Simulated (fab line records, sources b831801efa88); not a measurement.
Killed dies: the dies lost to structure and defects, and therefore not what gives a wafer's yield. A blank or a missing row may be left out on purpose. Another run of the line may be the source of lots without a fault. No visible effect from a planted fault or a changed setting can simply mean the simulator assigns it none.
Comparing a struck lot with a sound one -- flow sky130 -- 38 out of 708 route steps
Sound: wafers L320.1, L320.2, L320.3. The struck wafers were L322.1, L322.4, L322.6. The cause comes at the end.
Each step with rows lists, per side, the tool, then ch with its chambers, then its first start. Under that, the readings that differ: sound wafers -- struck wafers -- difference of the means -- sigmas: that difference in standard deviations of wafers without a fault.
alike: readings with means less than 2 such deviations apart, plus words and numbers identical on both sides. not compared: withheld readings, readings lacking a value on some wafer, bounds such as >300 that could conceal the same value, and numbers that have no deviation in the record and whose values overlap.
Wherever a step has rows on one side only, a row that says differs or no value, or a row with sigmas, the two part there. When numbers do not overlap yet have no deviation, they are printed without sigmas and do not part them. A reading missing from all wafers of one side parts the sides only when that side holds two or more wafers.

first, 10 steps without rows for these wafers: SKY_RES_PROTECT_DEHYDRATE_00 (time 60 s); SKY_RES_PROTECT_HMDS_01 (prime time 60 s); SKY_RES_PROTECT_COAT_02 (resist thk 1140 nm); SKY_RES_PROTECT_SOFTBAKE_03 (time 60 s); SKY_RES_PROTECT_EXPOSE_04 (exposes mask RPM, target cd 1270 nm); SKY_RES_PROTECT_PEB_05; SKY_RES_PROTECT_DEVELOP_06 (develop time 60 s); SKY_POLY_GATE_IMPLANT_02; SKY_RES_PROTECT_STRIP_07 (strips in O2/N2); SKY_RES_PROTECT_CLEAN_09 (cleans in SC1/SC2, time 150 s).
SKY_POLY_GATE_CVD_03: deposits Si3N4 from DCS/NH3, target thk 75 nm, time 1290 s.
  sound on lpcvd-02 ch 0, day 17 15:41; struck on lpcvd-02 ch 1, day 18 00:29
reading,sound,struck,difference,sigmas
model.Si3N4_of_POLY_GATE_CVD_03.thk nm (nm),73.97 74.6 74.04,55.53 55.56 54.86,-18.89,
SKY_POLY_GATE_THK_MEAS_04:
  sound on film metro-02, day 17 17:03; struck on film metro-02, day 18 01:51
reading,sound,struck,difference,sigmas
POLY_GATE_CVD_03_THK (nm),74.0 74.6 74.0,55.5 55.5 54.9,-18.9,-28
then, 9 steps without rows for these wafers: SKY_POLY_GATE_DEHYDRATE_05 (time 60 s); SKY_POLY_GATE_HMDS_06 (prime time 60 s); SKY_POLY_GATE_COAT_07 (resist thk 110 nm); SKY_POLY_GATE_COAT_08 (resist thk 450 nm); SKY_POLY_GATE_SOFTBAKE_09 (time 90 s); SKY_POLY_GATE_EXPOSE_10 (exposes mask P1M, target cd 150 nm); SKY_POLY_GATE_PEB_11; SKY_POLY_GATE_DEVELOP_12 (develop time 60 s); SKY_POLY_GATE_ETCH_15 (etches BARC in N2/H2, stops on SiO2, time 118.5 s, target depth 110 nm).
SKY_POLY_GATE_ETCH_16: etches Si3N4 in CH3F/O2, stops on poly-Si, time 147.5 s, target depth 75 nm.
  sound on rie diel-02 ch 0,1,2, day 18 23:56; struck on rie diel-04 ch 0,2,3, day 19 09:08
reading,sound,struck,difference,sigmas
O2_flow_sccm (sccm),29.93 29.96 29.79,30.15 29.97 30.11,+0.18,+2
oes product au (a.u.),0.637 0.641 0.640,0.572 0.567 0.571,-0.069,-13
model.etch.depth nm (nm),73.97 74.6 74.04,55.53 55.56 54.86,-18.89,
  alike: drypump motor current A, throttle valve pct
  not compared: rf hours counter h
then, 13 steps without rows for these wafers: SKY_POLY_GATE_ETCH_17 (etches poly-Si in HBr/Cl2, stops on SiO2, target depth 180 nm, time 70.5 s); SKY_POLY_GATE_STRIP_18 (strips in O2/N2); SKY_POLY_GATE_CLEAN_19 (cleans in SC1/SC2, time 150 s); SKY_POLY_GATE_OXIDATION_20 (stabilise 600 s, purge 300 s, target thk 4 nm); SKY_LDD_N_DEHYDRATE_00 (time 60 s); SKY_LDD_N_HMDS_01 (prime time 60 s); SKY_LDD_N_COAT_02 (resist thk 300 nm); SKY_LDD_N_SOFTBAKE_03 (time 60 s); SKY_LDD_N_EXPOSE_04 (exposes mask NTM, target cd 840 nm); SKY_LDD_N_PEB_05; SKY_LDD_N_DEVELOP_06 (develop time 60 s); SKY_LDD_N_IMPLANT_08; SKY_LDD_N_IMPLANT_09.
-- a jump in the record: the struck wafers' starts before and after are 7 days apart (it breaks off in module LDD_N and resumes in module LDD_LDN, where the first step shown is number 303 of the route) --
SKY_LDD_LDN_CLEAN_14: cleans in SC1/SC2, time 150 s.
  sound on wet bench-03 ch 2, day 25 19:56; struck on wet bench-01 ch 2, day 25 22:19
reading,sound,struck,difference,sigmas
model.Si3N4_of_POLY_GATE_CVD_03.thk nm (nm),73.83 74.46 73.9,55.39 55.43 54.73,-18.88,
SKY_POLY_CUT_ETCH_11: etches Si3N4 in CF4/CH2F2/Ar, stops on poly-Si, time 42.5 s, target depth 60 nm.
  sound on rie diel-04 ch 0,1,2, day 27 02:50; struck on rie diel-03 ch 1,3, day 27 06:53
reading,sound,struck,difference,sigmas
drypump motor current A (A),5.6 6.4 6.2,5.2 5.0 5.0,-1.0,-2
oes product au (a.u.),0.818 0.825 0.824,0.715 0.722 0.710,-0.107,-15
throttle valve pct (%),15.003 15.004 14.988,14.981 14.967 14.986,-0.020,-2
model.etch.depth nm (nm),61.1 61.62 61.2,45.67 45.68 45.05,-15.84,
model.POLY_CUT.feature depth nm (nm),61.1 61.62 61.2,45.67 45.68 45.05,-15.84,
  alike: cf4 flow sccm
  not compared: rf hours counter h
following that, these wafers have no rows for 1 step: SKY_PAD_OPEN_PROBE_99.

WHERE THEY PART
Earliest at SKY_POLY_GATE_THK_MEAS_04; latest, in this record, at SKY_POLY_CUT_ETCH_11.

WHY: what the simulator had put in
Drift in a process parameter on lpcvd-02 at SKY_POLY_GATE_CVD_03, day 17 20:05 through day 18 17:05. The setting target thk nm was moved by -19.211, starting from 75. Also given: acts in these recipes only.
